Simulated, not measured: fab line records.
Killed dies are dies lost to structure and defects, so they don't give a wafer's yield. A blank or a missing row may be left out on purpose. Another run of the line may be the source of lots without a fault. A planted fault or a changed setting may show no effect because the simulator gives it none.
Check of tool commonality | flow gf180mcu | 13 lots and 42 wafers in the sample

## WHY THIS WAS OPENED
At GF_NSD_TW_MEAS_12 the reading NSD_TW is flagged on 1 of 13 lots. Wafers without a fault read 4281, standard deviation 33.
Rule: a lot is flagged in two cases, either no wafer of it has a number, or all its wafers with numbers fall more than 4 standard deviations from that mean. As for the other lots, they are considered sound.

lot  | measured     | on            | NSD_TW, wafer by wafer | flag
L346 | day 13 12:19 | film-metro-02 | 4309 4297 4347         |
L347 | day 13 17:22 | film-metro-02 | 4311 4311 4308         |
L349 | day 14 09:58 | film-metro-02 | 4313 4325 4304         |
L357 | day 17 01:37 | film-metro-01 | 4270 4262 4218         |
L358 | day 17 10:23 | film-metro-02 | 30 30 30 30 31 30      | FLAGGED
L362 | day 19 02:01 | film-metro-04 | 4250 4232 4244         |
L363 | day 19 10:19 | film-metro-01 | 4257 4244 4248         |
L364 | day 19 13:25 | film-metro-01 | 4257 4226 4264         |
L365 | day 20 00:02 | film-metro-01 | 4283 4289 4268         |
L366 | day 20 04:43 | film-metro-01 | 4264 4276 4274         |
L367 | day 20 15:13 | film-metro-02 | 4308 4280 4281         |
L368 | day 20 22:37 | film-metro-02 | 4302 4323 4321         |
L369 | day 21 05:35 | film-metro-01 | 4246 4262 4239         |
The numbers of the flagged lots are 30 on average: -4251 against the usual, or -99 or more standard deviations.

## WHICH TOOL RAN EACH LOT
The record keeps 1 process step preceding the reading, out of 602 steps on the route. Cell contents, in order: the tool; ch with the chambers the sampled wafers went through; the start.
lot  | flag    | GF_NSD_EXPOSE_04
L346 |         | iline-stepper-01 ch 0, day 13 01:42
L347 |         | iline-stepper-01 ch 0, day 13 07:28
L349 |         | iline-stepper-02 ch 0, day 13 23:17
L357 |         | iline-stepper-02 ch 0, day 16 13:46
L358 | FLAGGED | iline-stepper-02 ch 0, day 16 22:01
L362 |         | iline-stepper-02 ch 0, day 18 13:05
L363 |         | iline-stepper-01 ch 0, day 18 21:29
L364 |         | iline-stepper-01 ch 0, day 19 01:20
L365 |         | iline-stepper-02 ch 0, day 19 11:20
L366 |         | iline-stepper-02 ch 0, day 19 15:39
L367 |         | iline-stepper-02 ch 0, day 20 02:55
L368 |         | iline-stepper-01 ch 0, day 20 09:50
L369 |         | iline-stepper-02 ch 0, day 20 16:52
What these steps do:
- GF_NSD_EXPOSE_04: exposes mask Nplus, target cd 400 nm.
- GF_NSD_TW_MEAS_12

## FLAGGED AGAINST TOTAL, ONE TOOL AT A TIME (gauges that did the reading follow at the end)
step              | tool             | lots run | flagged | share of the flagged lots | sound lots run after its first flagged lot
GF_NSD_EXPOSE_04  | iline-stepper-01 | 5        | 0       | none                      | -
GF_NSD_EXPOSE_04  | iline-stepper-02 | 8        | 1       | all                       | 5 (L362,L365,L366,L367,L369)
GF_NSD_TW_MEAS_12 | film-metro-01    | 6        | 0       | none                      | -
GF_NSD_TW_MEAS_12 | film-metro-02    | 6        | 1       | all                       | 2 (L367,L368)
GF_NSD_TW_MEAS_12 | film-metro-04    | 1        | 0       | none                      | -

## WHAT IS ALLOWED BY THE TABLE
iline-stepper-02 at GF_NSD_EXPOSE_04 and film-metro-02 at GF_NSD_TW_MEAS_12 are the 2 rows of the table that ran each flagged lot.
- iline-stepper-02 at GF_NSD_EXPOSE_04 ran 8 lots, 1 of them flagged. After the first flagged lot (L362, L365, L366, L367, L369), sound lots still ran on it; a lasting fault on the whole tool would not permit that.
- film-metro-02 at GF_NSD_TW_MEAS_12 ran 6 lots, 1 of them flagged. After the first flagged lot (L367, L368), sound lots still ran on it; a lasting fault on the whole tool would not permit that.
Not one row of the table ran every flagged lot while running no sound lot after the first.

## WHAT HAD BEEN PUT IN BY THE SIMULATOR
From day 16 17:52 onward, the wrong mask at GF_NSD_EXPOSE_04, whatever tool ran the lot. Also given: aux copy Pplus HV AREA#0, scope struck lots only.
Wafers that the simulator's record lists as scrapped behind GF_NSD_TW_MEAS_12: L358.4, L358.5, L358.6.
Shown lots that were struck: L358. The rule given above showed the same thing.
